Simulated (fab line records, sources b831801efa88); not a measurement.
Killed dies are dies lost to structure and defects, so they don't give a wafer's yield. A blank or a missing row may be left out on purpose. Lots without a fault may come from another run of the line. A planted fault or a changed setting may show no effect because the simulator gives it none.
fab line records | flow sfq_line
record lots=15 wafers=42 last_day=92
route steps=325 shown L0@3
lots that met no fault: from a run of the same line without faults
start_h: hours from the record's first day to the start of the lot's first wafer shown | wait_h: hours since the lot's step before | " the same as in the row above | L1.1+2: a row that stands for several wafers | - no value, or no start given | * or withheld: withheld | < > ~ a bound
route shown NAME@n: a module of which the file shows steps, and the number in the route of the first | usual: mean/standard deviation of fault-free wafers | same: alike in all rows | chamber/n: place in a boat | sites: the reading at each site | _std_site: their standard deviation | _edge_site: outer sites' mean less inner sites' | radius_mm: how far each site lies from the wafer's centre | mask NAME#n: copy n | behind: the tool/chamber that last shaped the wafer | hold: why the lot was held/for how many hours/how that ended | device: the transistor (n, p or np) that didn't switch | end of line: the same wafers' tests at the end of the route | a step without rows: its recipe alone | killed: dies lost to structure and defects at the first sort, not the wafer's yield | map: a wafer's dies, x killed, . not, _ none there
set.NAME: the setting as run; set.NAME@STEP: as run at that earlier step | model.NAME: the simulator's own value behind a step, which no gauge read
steps of the route over a sample of lots; a table a step, a row a wafer
services: from which hour (start_h, from the record's first day; less than 0 if before it) a tool's chamber was out of use, for how many hours, and why
## steps
# step SFQ_TRILAYER_L0_DEP_SPUTTER_003
# recipe material=MoNx_KI base_pressure_pa=1.33e-06 target_thk_nm=40 power_w=800 time_s=100 chamber_pressure_pa=0.4
# usual base_pressure_pa=1.33e-06/9.1e-08 throttle_valve_pct=29.7/0.64
# columns lot.wafer tool chamber start_h wait_h base_pressure_pa throttle_valve_pct
L254.1 pvd_sputter-03 - 12.49 0.0 1.2e-06 29.6
L254.3 " - " " 1.22e-06 28.9
L254.6 " - " " 1.15e-06 30.6
L255.2 pvd_sputter-03 - 17.49 0.0 1.48e-06 28.8
L255.3 " - " " 1.32e-06 30.2
L255.4 " - " " 1.38e-06 29.8
L256.2 pvd_sputter-03 - 22.49 0.0 1.37e-06 29.8
L256.3 " - " " 1.33e-06 29.7
L256.5 " - " " 1.18e-06 28.8
L257.3 pvd_sputter-06 - 27.49 0.0 1.3e-06 29.4
L257.4 " - " " 1.33e-06 29.3
L257.6 " - " " 1.44e-06 29.6
L258.1 pvd_sputter-06 - 32.49 0.0 1.24e-06 29.6
L258.2 " - " " 1.31e-06 29.8
L258.5 " - " " 1.39e-06 29.3
L259.1 pvd_sputter-03 - 37.49 0.0 1.23e-06 29.0
L259.2 " - " " 1.4e-06 29.8
L259.6 " - " " 1.18e-06 29.2
L264.3 pvd_sputter-04 - 62.49 0.0 1.33e-06 29.3
L264.4 " - " " 1.43e-06 30.7
L264.5 " - " " 1.3e-06 29.1
L265.2 pvd_sputter-06 - 67.49 0.0 1.51e-06 29.6
L265.3 " - " " 1.26e-06 29.7
L265.6 " - " " 1.33e-06 29.4
L266.3 pvd_sputter-03 - 72.49 0.0 1.41e-06 29.8
L266.6 " - " " 1.06e-06 29.9
L268.3 pvd_sputter-03 - 82.49 0.0 1.55e-06 29.1
L268.5 " - " " 1.41e-06 29.9
L269.5 pvd_sputter-03 - 87.53 0.0 1.27e-06 30.7
L269.6 " - " " 1.05e-06 28.9
L271.1 pvd_sputter-06 - 97.49 0.0 1.28e-06 29.8
L271.3 " - " " 1.37e-06 28.5
L271.6 " - " " 1.39e-06 28.7
L274.1 pvd_sputter-04 - 112.49 0.0 1.35e-06 29.2
L274.3 " - " " 1.31e-06 30.6
L274.6 " - " " 1.35e-06 30.7
L275.2 pvd_sputter-04 - 117.49 0.0 1.34e-06 30.6
L275.3 " - " " 1.34e-06 29.0
L275.4 " - " " 1.34e-06 30.4
L276.1 pvd_sputter-04 - 122.49 0.0 1.25e-06 30.2
L276.3 " - " " 1.29e-06 29.2
L276.4 " - " " 1.35e-06 30.6
# step SFQ_L0_RS_MEAS_901
# recipe thk_meas_gauge=four-point-probe reads=MoNx_KI_of_TRILAYER_L0_DEP_SPUTTER_003
# usual L0_MONX_KI_RS=43.5/0.47
# columns lot.wafer tool chamber start_h wait_h L0_MONX_KI_RS[ohm/sq]
L254.1 film_metro-01 - 12.56 0.0 44.2
L254.3 " - " " 43.7
L254.6 " - " " 44.0
L255.2 film_metro-02 - 17.58 0.1 43.3
L255.3 " - " " 43.6
L255.4 " - " " 43.7
L256.2 film_metro-01 - 22.58 0.1 44.0
L256.3 " - " " 43.4
L256.5 " - " " 43.3
L257.3 film_metro-02 - 27.61 0.1 42.5
L257.4 " - " " 42.4
L257.6 " - " " 42.8
L258.1 film_metro-01 - 32.57 0.0 43.5
L258.2 " - " " 43.2
L258.5 " - " " 43.6
L259.1 film_metro-01 - 37.56 0.0 43.0
L259.2 " - " " 43.1
L259.6 " - " " 43.1
L264.3 film_metro-04 - 62.60 0.1 43.5
L264.4 " - " " 43.9
L264.5 " - " " 43.6
L265.2 film_metro-02 - 67.58 0.1 42.7
L265.3 " - " " 43.3
L265.6 " - " " 43.0
L266.3 film_metro-02 - 72.60 0.1 43.6
L266.6 " - " " 30.9
L268.3 film_metro-01 - 82.60 0.1 44.1
L268.5 " - " " 31.5
L269.5 film_metro-04 - 87.64 0.1 31.1
L269.6 " - " " 31.0
L271.1 film_metro-04 - 97.56 0.0 44.0
L271.3 " - " " 44.0
L271.6 " - " " 44.1
L274.1 film_metro-04 - 112.56 0.0 43.2
L274.3 " - " " 43.2
L274.6 " - " " 43.1
L275.2 film_metro-01 - 117.58 0.1 43.5
L275.3 " - " " 43.1
L275.4 " - " " 43.5
L276.1 film_metro-02 - 122.56 0.0 43.2
L276.3 " - " " 43.4
L276.4 " - " " 43.8
# step SFQ_L0_THK_MEAS_902
# recipe thk_meas_gauge=xrf reads=MoNx_KI_of_TRILAYER_L0_DEP_SPUTTER_003
# usual L0_MONX_KI_THK=39.6/0.48
# columns lot.wafer tool chamber start_h wait_h L0_MONX_KI_THK[nm]
L254.1 film_metro-01 - 12.68 0.1 39.4
L254.3 " - " " 39.7
L254.6 " - " " 39.6
L255.2 film_metro-02 - 17.69 0.1 39.9
L255.3 " - " " 39.5
L255.4 " - " " 39.5
L256.2 film_metro-01 - 22.69 0.1 39.0
L256.3 " - " " 39.9
L256.5 " - " " 39.8
L257.3 film_metro-02 - 27.71 0.1 40.5
L257.4 " - " " 40.8
L257.6 " - " " 40.2
L258.1 film_metro-01 - 32.69 0.1 39.7
L258.2 " - " " 40.0
L258.5 " - " " 39.5
L259.1 film_metro-01 - 37.68 0.1 40.0
L259.2 " - " " 40.0
L259.6 " - " " 40.3
L264.3 film_metro-04 - 62.70 0.1 39.6
L264.4 " - " " 39.1
L264.5 " - " " 39.2
L265.2 film_metro-02 - 67.69 0.1 40.1
L265.3 " - " " 39.7
L265.6 " - " " 40.0
L266.3 film_metro-02 - 72.70 0.1 39.4
L266.6 " - " " 55.7
L268.3 film_metro-01 - 82.70 0.1 40.0
L268.5 " - " " 55.4
L269.5 film_metro-04 - 87.72 0.1 55.4
L269.6 " - " " 55.5
L271.1 film_metro-04 - 97.68 0.1 38.8
L271.3 " - " " 38.9
L271.6 " - " " 38.7
L274.1 film_metro-04 - 112.68 0.1 39.6
L274.3 " - " " 39.6
L274.6 " - " " 39.9
L275.2 film_metro-01 - 117.69 0.1 40.0
L275.3 " - " " 40.5
L275.4 " - " " 40.2
L276.1 film_metro-02 - 122.68 0.1 39.5
L276.3 " - " " 39.5
L276.4 " - " " 39.2
# step SFQ_TRILAYER_L0_ETCH_METAL_ETCH_008
# recipe target=MoNx_KI stop_on=SiO2 mask_material=PR chemistry=SF6/O2 target_depth_nm=50 icp_w=600 bias_w=80 pressure_mtorr=10 time_s=25
# usual drypump_motor_current_A=6.0/0.52 oes_product_au=0.874/0.007
# columns lot.wafer tool chamber start_h wait_h drypump_motor_current_A oes_product_au rf_hours_counter_h
L254.1 rie_metal-03 0 85.25 0.0 6.6 0.865 8
L254.3 " 0 " " 6.6 0.878 -
L254.6 " 1 " " 5.7 0.875 -
L255.2 rie_metal-04 1 86.45 0.0 5.1 0.878 11
L255.3 " 1 " " 5.1 0.873 -
L255.4 " 0 " " 6.4 0.874 -
L256.2 rie_metal-04 1 90.05 0.0 5.1 0.877 11
L256.3 " 0 " " 6.4 0.873 -
L256.5 " 0 " " 6.4 0.874 -
L257.3 rie_metal-02 1 96.07 0.0 5.9 0.885 -
L257.4 " 0 " " 6.3 0.875 -
L257.6 " 0 " " 6.3 0.883 -
L258.1 rie_metal-02 1 107.72 0.0 5.9 0.873 202
L258.2 " 0 " " 6.2 0.878 45
L258.5 " 0 " " 6.3 0.876 -
L259.1 rie_metal-02 1 112.52 0.0 5.9 0.884 203
L259.2 " 0 " " 6.2 0.878 46
L259.6 " 0 " " 6.2 0.880 -
L264.3 rie_metal-04 0 136.54 0.0 6.4 0.872 -
L264.4 " 1 " " 5.2 0.862 -
L264.5 " 0 " " 6.4 0.873 -
L265.2 rie_metal-04 0 140.12 0.0 6.4 0.886 24
L265.3 " 0 " " 6.4 0.872 -
L265.6 " 0 " " 6.4 0.877 -
L266.3 rie_metal-04 0 146.14 0.0 6.4 0.872 -
L266.6 " 0 " " 6.4 1.002 -
L268.3 rie_metal-03 1 156.94 0.0 5.7 0.866 -
L268.5 " 1 " " 5.7 0.986 -
L269.5 rie_metal-04 1 164.63 0.0 5.2 1.003 -
L269.6 " 0 " " 6.4 0.991 -
L271.1 rie_metal-03 0 179.00 0.0 6.6 0.870 25
L271.3 " 0 " " 6.6 0.872 -
L271.6 " 0 " " 6.6 0.863 -
L274.1 rie_metal-03 1 198.17 0.0 5.7 0.879 23
L274.3 " 0 " " 6.6 0.875 -
L274.6 " 1 " " 5.8 0.874 -
L275.2 rie_metal-04 1 201.77 0.0 5.1 0.879 28
L275.3 " 1 " " 5.2 0.873 -
L275.4 " 0 " " 6.4 0.873 -
L276.1 rie_metal-04 0 206.57 0.0 6.4 0.875 37
L276.3 " 0 " " 6.4 0.873 -
L276.4 " 1 " " 5.2 0.870 -
## services
# columns tool chamber start_h hours kind
pvd_sputter-03 - -9.43 6.8 repair
rie_metal-04 1 4.28 - clean
rie_metal-04 1 4.28 - consumable_replace:focus_ring
rie_metal-04 1 4.28 17.7 scheduled_down
rie_metal-04 1 4.28 17.7 vent_cycle
pvd_sputter-06 2 16.61 - consumable_replace:kit
pvd_sputter-06 2 16.61 18.0 scheduled_down
pvd_sputter-06 2 16.61 18.0 vent_cycle
rie_metal-03 0 32.94 - clean
rie_metal-03 0 32.94 - consumable_replace:focus_ring
rie_metal-03 0 32.94 22.0 scheduled_down
pvd_sputter-06 - 53.36 3.1 repair
rie_metal-04 - 83.50 0.7 repair
pvd_sputter-04 3 100.30 - consumable_replace:kit
pvd_sputter-04 3 100.30 18.0 scheduled_down
pvd_sputter-04 3 100.30 18.0 vent_cycle
pvd_sputter-03 - 110.62 15.2 repair
rie_metal-04 - 122.35 2.8 pm
rie_metal-03 - 128.40 0.9 repair
rie_metal-02 1 134.63 2.8 repair
rie_metal-02 0 136.72 4.3 repair
pvd_sputter-03 - 163.62 2.2 repair
rie_metal-04 1 166.51 7.1 repair
rie_metal-02 - 172.43 0.8 repair
## key
first_sign step=SFQ_L0_RS_MEAS_901 reading=L0_MONX_KI_RS direction=down sigmas=27 usual=43.5 struck=31.1
effect step=SFQ_L0_THK_MEAS_902 reading=L0_MONX_KI_THK direction=up sigmas=33 usual=39.6 struck=55.5
effect step=SFQ_TRILAYER_L0_ETCH_METAL_ETCH_008 reading=oes_product_au direction=up sigmas=17 usual=0.874 struck=0.995
met_at SFQ_TRILAYER_L0_DEP_SPUTTER_003
struck_lots L266,L268,L269
struck_wafers L266.6,L268.5,L269.5,L269.6
onset_between 37.49 72.49
fault kind=process_parameter_drift tool=pvd_sputter-03 chamber=- onset_h=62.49 steps=SFQ_TRILAYER_L0_DEP_SPUTTER_003 channel=target_thk_nm offset=16.347 shape=step end_h=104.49 scope=struck_wafers_only acts_in=these_recipes_only stated=40
